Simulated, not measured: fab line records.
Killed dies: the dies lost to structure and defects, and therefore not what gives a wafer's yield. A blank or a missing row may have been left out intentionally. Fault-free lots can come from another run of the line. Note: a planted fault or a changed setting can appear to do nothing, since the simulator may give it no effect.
Problem report, 8D (eight disciplines) form, completed by code	flow gf180mcu	the parts of the form that need people (team, actions taken, sign-off) are left out

## 1. THE PROBLEM
PASSIVATION_CVD_02_THK at GF_PASSIVATION_THK_MEAS_03 reads a mean of 740 nm on 1 wafer of 1 lot; wafers without a fault read 701 nm with a standard deviation of 8.8. Measured from the usual mean, that is +4.4 standard deviations.
Seen first at day 30 20:25 on film metro-02, wafer L136.5. The record has a number at this step for 33 wafers belonging to 11 lots. By rule, "out" or "out of limits" means more than 4 standard deviations away from the usual mean. All remaining wafers that have a number are taken as sound.

## 2. WHAT THIS IS AND IS NOT
question	is	is not
which readings at this step	PASSIVATION_CVD_02_THK	-
which lots	L136	L128, L129, L132, L133, L137, L142, L143, L146, L147, L148
which wafers of those lots	L136.5	L136.1, L136.6
read on which gauges	film metro-02	film metro-01, film metro-03
when	from day 30 20:25	up to then (14 sound wafers); but 18 sound wafers of L137, L142, L143, L146, L147, L148 came after

## 3. THE SUSPECTS, EACH WITH WHAT RULES IT OUT
Counting: a tool at a process step up to the reading stays a suspect if it ran every lot that is out. Sound lots after the first of them don't rule it out here, since some wafers of a struck lot are sound.
- the gauge at GF_PASSIVATION_THK_MEAS_03: ruled out. All the wafers that are out were read on film metro-02, but those of them that GF_PASSIVATION_CVD_02 has rows for are out there too, on other tools.
- plasma asher-04 at GF_V5_STRIP_18 (strips in O2/N2): kept. L136, the lot that is out, went through it at day 29 23:58; up to then, the latest sound lot through it was L129 at day 27 16:30.
- plasma asher-04 at GF_TOP_METAL_STRIP_17 (strips in O2/N2): kept. L136, the lot that is out, went through it at day 30 19:27; up to then, the latest sound lot through it was L132 at day 29 19:13.
- pecvd-01 at GF_PASSIVATION_CVD_02 (deposits Si3N4, target thk 700 nm, time 486.18 s): kept. L136, the lot that is out, went through it at day 30 20:08; up to then, the latest sound lot through it was L133 at day 30 03:18. Its own readings are out on those wafers: rf fwd power W.
- Within plasma asher-04 at GF_TOP_METAL_STRIP_17: the wafers that are out ran in chamber 1; their sound lot-mates ran in chamber 0.
- At GF_PASSIVATION_CVD_02, inside pecvd-01: chamber 1 took the wafers that are out, while their sound lot-mates went through chambers 0, 2.
Left after counting: plasma asher-04 at GF_V5_STRIP_18, plasma asher-04 at GF_TOP_METAL_STRIP_17, pecvd-01 at GF_PASSIVATION_CVD_02.

## 4. THE CAUSE (what the simulator had put in)
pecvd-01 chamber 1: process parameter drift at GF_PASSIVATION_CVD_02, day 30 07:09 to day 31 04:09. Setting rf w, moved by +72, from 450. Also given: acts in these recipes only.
Of the 3 suspects that counting leaves, this tool is one.

## 5. THE EFFECT CHAIN, in route order
Each row: a reading where the mean over the struck wafers with a number is more than 3 standard deviations away from the usual. Scope: only readings with a usual standard deviation given in the record; hours: median across lots of the time from each lot's start at the first step in this table that gives one to its start at this step; sigmas: change in usual standard deviations.
hours	step	reading	usual	on struck wafers	change	sigmas
0	GF_PASSIVATION_CVD_02	rf fwd power W	449.1 W	521.0	+71.9	+55
0	GF_PASSIVATION_THK_MEAS_03	PASSIVATION_CVD_02_THK	701 nm	740	+39	+4.4
Process steps it contains:
- GF_PASSIVATION_CVD_02: deposits Si3N4, target thk 700 nm, time 486.18 s.

## 6. HOW IT WOULD HAVE BEEN CAUGHT EARLIER
In this record the first reading out of limits at a measuring or inspecting step was taken at day 30 20:25, 13 hours after the fault began at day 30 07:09.
The tool's own readings at GF_PASSIVATION_CVD_02 were out on every struck wafer that the step has a row for (rf fwd power W): an alarm limit on them would have fired on the first of those.
Lots out: 1; all had begun GF_PASSIVATION_CVD_02 on pecvd-01 by day 30 20:25. Tool hold at that time: it would have spared none of them.
